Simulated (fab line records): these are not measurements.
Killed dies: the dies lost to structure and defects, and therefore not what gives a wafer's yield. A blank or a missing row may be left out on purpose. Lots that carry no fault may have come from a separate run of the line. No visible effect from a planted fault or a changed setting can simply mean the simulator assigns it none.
Matching of chambers :: flow gf180mcu :: GF_PASSIVATION_ETCH_11 on rie diel-01 has 4 sister chambers
The step etches the open film in CF4/O2, stops on TiN, target depth 1800 nm, time 400 s. 18 wafers are shown with their chamber, then 9 later ones without.

## WAFERS, EACH WITH ITS CHAMBER
wafer: L076.1
chamber: 1
drypump motor current A (A): 5.5
oes product au (a.u.): 0.949
throttle valve pct (%): 5.944

wafer: L076.4
chamber: 0
drypump motor current A (A): 5.9
oes product au (a.u.): 0.963
throttle valve pct (%): 5.956

wafer: L076.6
chamber: 2
drypump motor current A (A): 5.5
oes product au (a.u.): 0.968
throttle valve pct (%): 5.972

wafer: L078.3
chamber: 2
drypump motor current A (A): 5.5
oes product au (a.u.): 0.958
throttle valve pct (%): 5.945

wafer: L078.5
chamber: 0
drypump motor current A (A): 5.9
oes product au (a.u.): 0.954
throttle valve pct (%): 5.947

wafer: L078.6
chamber: 1
drypump motor current A (A): 5.5
oes product au (a.u.): 0.965
throttle valve pct (%): 5.963

wafer: L080.1
chamber: 2
drypump motor current A (A): 5.6
oes product au (a.u.): 0.947
throttle valve pct (%): 5.963

wafer: L080.5
chamber: 0
drypump motor current A (A): 5.9
oes product au (a.u.): 0.953
throttle valve pct (%): 5.944

wafer: L080.6
chamber: 3
drypump motor current A (A): 6.4
oes product au (a.u.): 0.962
throttle valve pct (%): 5.966

wafer: L086.4
chamber: 2
drypump motor current A (A): 5.6
oes product au (a.u.): 0.965
throttle valve pct (%): 5.956

wafer: L086.5
chamber: 3
drypump motor current A (A): 6.4
oes product au (a.u.): 0.961
throttle valve pct (%): 5.961

wafer: L086.6
chamber: 2
drypump motor current A (A): 5.6
oes product au (a.u.): 0.955
throttle valve pct (%): 5.957

wafer: L089.1
chamber: 3
drypump motor current A (A): 6.4
oes product au (a.u.): 0.966
throttle valve pct (%): 5.952

wafer: L089.2
chamber: 2
drypump motor current A (A): 5.5
oes product au (a.u.): 0.967
throttle valve pct (%): 5.945

wafer: L089.5
chamber: 1
drypump motor current A (A): 5.5
oes product au (a.u.): 0.959
throttle valve pct (%): 5.964

wafer: L091.1
chamber: 3
drypump motor current A (A): 6.4
oes product au (a.u.): 0.960
throttle valve pct (%): 5.951

wafer: L091.3
chamber: 1
drypump motor current A (A): 5.5
oes product au (a.u.): 0.952
throttle valve pct (%): 5.960

wafer: L091.4
chamber: 2
drypump motor current A (A): 5.5
oes product au (a.u.): 0.959
throttle valve pct (%): 5.944

SIGNATURES, as means of the wafers listed above
reading: drypump motor current A
chamber 0: 5.900
chamber 1: 5.500
chamber 2: 5.543
chamber 3: 6.400
scatter within a chamber: 0.035

reading: oes product au
chamber 0: 0.95667
chamber 1: 0.95625
chamber 2: 0.95986
chamber 3: 0.96225
scatter within a chamber: 0.0064

reading: throttle valve pct
chamber 0: 5.94900
chamber 1: 5.95775
chamber 2: 5.95457
chamber 3: 5.95750
scatter within a chamber: 0.00916
Rule: a wafer lies at a distance from a chamber equal to the root of the sum of squares, over the readings, of (its reading less the chamber's mean, divided by the reading's scatter). The wafer belongs to the nearest chamber; if the next one is less than 2 further off, it can't be placed. How the scatter is found: for the shown wafers, subtract from each reading the mean of its chamber, square and add these, divide the total by (wafers less chambers), then take the root.

## WAFERS MISSING THEIR CHAMBER
wafer: L092.2
drypump motor current A (A): 5.5
oes product au (a.u.): 0.959
throttle valve pct (%): 5.968

wafer: L092.4
drypump motor current A (A): 6.4
oes product au (a.u.): 0.962
throttle valve pct (%): 5.972

wafer: L092.6
drypump motor current A (A): 5.5
oes product au (a.u.): 0.974
throttle valve pct (%): 5.964

wafer: L095.1
drypump motor current A (A): 5.5
oes product au (a.u.): 0.951
throttle valve pct (%): 5.968

wafer: L095.2
drypump motor current A (A): 6.4
oes product au (a.u.): 0.952
throttle valve pct (%): 5.944

wafer: L095.3
drypump motor current A (A): 5.6
oes product au (a.u.): 0.961
throttle valve pct (%): 5.964

wafer: L095.4
drypump motor current A (A): 5.9
oes product au (a.u.): 0.964
throttle valve pct (%): 5.978

wafer: L095.5
drypump motor current A (A): 5.6
oes product au (a.u.): 0.963
throttle valve pct (%): 5.968

wafer: L095.6
drypump motor current A (A): 5.5
oes product au (a.u.): 0.961
throttle valve pct (%): 5.965

## EACH ONE'S CHAMBER
wafer: L092.2
from the rows above: can't be placed: 1 or 2
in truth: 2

wafer: L092.4
from the rows above: 3
in truth: 3

wafer: L092.6
from the rows above: can't be placed: 2 or 1
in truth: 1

wafer: L095.1
from the rows above: can't be placed: 1 or 2
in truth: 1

wafer: L095.2
from the rows above: 3
in truth: 3

wafer: L095.3
from the rows above: can't be placed: 2 or 1
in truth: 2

wafer: L095.4
from the rows above: 0
in truth: 0

wafer: L095.5
from the rows above: can't be placed: 2 or 1
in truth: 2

wafer: L095.6
from the rows above: can't be placed: 1 or 2
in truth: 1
Correctly placed: 3 of 9. Unplaceable from these rows: 6, with the true chamber sitting among the candidates in 6. Placed wrongly: 0.
